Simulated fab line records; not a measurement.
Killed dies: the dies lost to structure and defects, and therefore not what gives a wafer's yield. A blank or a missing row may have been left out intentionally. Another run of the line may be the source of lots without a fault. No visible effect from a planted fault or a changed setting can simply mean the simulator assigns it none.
The same fault as seen by 2 desks -- flow gf180mcu -- each desk holds nothing but its own numbers, with what lay behind them at the end

== TOOL OWNER'S DESK, pvd_sputter-01 ==
The tool's own readings at GF_SALICIDE_SPUTTER_02 (material Co, target thk 10 nm, time 20 s): means of the sampled wafers that have a number, for each lot that ran on this tool. If a lot's mean is further than 4 standard deviations from the usual mean, the lot is out of limits and carries the mark OUT (the distance appears in the brackets).
Columns: A = throttle_valve_pct at GF_SALICIDE_SPUTTER_02, usual 30.0 %
lot,first seen here,A
L257,day 15 06:40,30.9
L265,day 17 20:02,30.1
L266,day 18 10:41,29.3
L268,day 18 17:28,29.4
L269,day 19 08:01,30.1
L277,day 22 13:56,30.2
This desk found nothing out of limits on any of the 6 lots.

== METROLOGY DESK ==
What the gauges read for every lot (on any tool): the sampled wafers with a number, averaged. If a lot's mean is further than 4 standard deviations from the usual mean, the lot is out of limits and carries the mark OUT (the distance appears in the brackets).
Columns: A = cd_nm at GF_NSD_CD_MEAS_07, usual 400.7 nm; B = SALICIDE_TIN_RS at GF_SALICIDE_RS_MEAS_04, usual 16.3 ohm/sq
lot,first seen here,A,B
L257,day 13 11:09,400.4,15.9
L260,day 14 03:41,398.9,16.1
L259,day 14 03:45,399.2,16.0
L262,day 14 20:49,402.9,16.3
L264,day 15 11:57,402.2,16.1
L265,day 15 20:49,396.6,16.1
L266,day 16 11:35,401.0,15.9
L267,day 16 13:14,399.5,16.3
L268,day 16 17:09,397.4,18.5 (+7.4) OUT
L269,day 17 06:30,399.0,18.9 (+8.7) OUT
L277,day 20 14:34,403.7,16.3
L279,day 21 02:27,400.3,16.3
L278,day 21 04:49,400.6,16.5
L280,day 21 11:26,396.4,16.1
This desk's finding: out of limits on L268, L269; first on L268, day 18 17:31 (SALICIDE_TIN_RS at GF_SALICIDE_RS_MEAS_04). L257, L260, L259, L262, L264, L265, L266, L267, L277, L279, L278, L280 stayed within limits.

== ALL TOGETHER ==
On L268, L269, the metrology desk was in a position to raise an alarm at day 18 17:31.
The tool owner's desk saw nothing out of limits.
On record at the tool owner's desk: L268, L269, within its limits.
Every lot named ran GF_SALICIDE_SPUTTER_02 on pvd_sputter-01.

== WHAT THE SIMULATOR HAD PUT IN ==
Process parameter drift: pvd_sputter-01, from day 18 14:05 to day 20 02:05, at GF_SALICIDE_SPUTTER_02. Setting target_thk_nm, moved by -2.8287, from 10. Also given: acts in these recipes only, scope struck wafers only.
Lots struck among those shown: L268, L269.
Hours from the fault's start to each desk's first reading out of limits: the metrology desk, 3.
